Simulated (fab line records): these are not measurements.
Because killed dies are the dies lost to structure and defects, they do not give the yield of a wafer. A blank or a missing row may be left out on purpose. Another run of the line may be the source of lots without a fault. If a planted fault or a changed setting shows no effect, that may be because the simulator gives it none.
Struck lot and sound lot, side by side ; flow gf180mcu ; 14 out of 602 route steps
Sound: these wafers, L682.2, L682.4, L682.5. Struck: wafers L684.1, L684.2, L684.3. The cause comes at the end.
Per side, at each step with rows, come the tool, then ch with its chambers, and then its first start. Under that, the readings that differ: sound wafers ; struck wafers ; difference of the means ; sigmas: that difference in standard deviations of wafers without a fault.
alike: readings whose means differ by less than 2 such deviations, and words and numbers that are the same on both sides. not compared: withheld readings, readings that some wafer has no value for, bounds like >300 that may hide the same value, and numbers for which the record gives no deviation and whose values overlap.
Wherever a step has rows on one side only, a row that says differs or no value, or a row with sigmas, the two part there. When numbers do not overlap yet have no deviation, they are printed without sigmas and do not part them. A reading missing from all wafers of one side parts the sides only when that side holds two or more wafers.

GF_SALICIDE_RTA_08: time 30 s.
  sound on rtp_anneal-02 ch 0, day 19 20:17; struck on rtp_anneal-02 ch 0, day 20 06:39
  alike: lamp_power_pct, wafer_temp_C_max
then, 1 step without rows for these wafers: GF_CONTACT_CVD_00 (deposits SiO2, target thk 300 nm, time 50 s).
GF_CONTACT_THK_MEAS_01:
  struck on film_metro-04, day 20 06:48; sound on film_metro-04, day 19 20:25
  alike: CONTACT_CVD_00_THK
GF_CONTACT_CVD_02: deposits SiO2 from TEOS, target thk 860 nm, time 95.992 s.
  sound on pecvd-02 ch 0,1, day 19 20:28; struck on pecvd-02 ch 0,1,2, day 20 06:52
  alike: heater_power_outer_w, heater_power_w
GF_CONTACT_THK_MEAS_03:
  struck on film_metro-03, day 20 06:56; sound on film_metro-03, day 19 20:32
  alike: CONTACT_CVD_02_THK
GF_CONTACT_CMP_04: polishes SiO2.
  sound on cmp-02 ch 1,2, day 19 20:35; struck on cmp-01 ch 0,1,3, day 20 06:59
reading;sound;struck;difference;sigmas
motor_current_A (A);13.2 13.6 13.0;10.0 10.2 12.6;-2.3;-2
  alike: time_to_endpoint_s
GF_CONTACT_BOW_MEAS_05:
  struck on film_metro-01, day 20 07:17; sound on film_metro-04, day 19 20:55
  alike: CONTACT_BOW
then, 5 steps without rows for these wafers: GF_CONTACT_DEHYDRATE_06 (time 60 s); GF_CONTACT_HMDS_07 (prime time 60 s); GF_CONTACT_COAT_08; GF_CONTACT_COAT_09 (resist thk 1000 nm); GF_CONTACT_SOFTBAKE_10 (time 60 s).
GF_CONTACT_EXPOSE_11: exposes mask Contact, target cd 220 nm.
  sound on krf_scanner-01 ch 0, day 20 08:56; struck on krf_scanner-02, day 20 20:13
  no value came back on the struck wafers for exposure_dose_mJ_cm2, focus_offset_nm (nm); on the sound wafers exposure_dose_mJ_cm2 reads 38.03 38.04 38.01
  alike: mask
then, 1 step without rows for these wafers: GF_CONTACT_PEB_12 (peb time 90 s).

WHERE THEY PART
At GF_CONTACT_CMP_04 first; at GF_CONTACT_EXPOSE_11 last (within this record only).

WHY: whatever the simulator had introduced
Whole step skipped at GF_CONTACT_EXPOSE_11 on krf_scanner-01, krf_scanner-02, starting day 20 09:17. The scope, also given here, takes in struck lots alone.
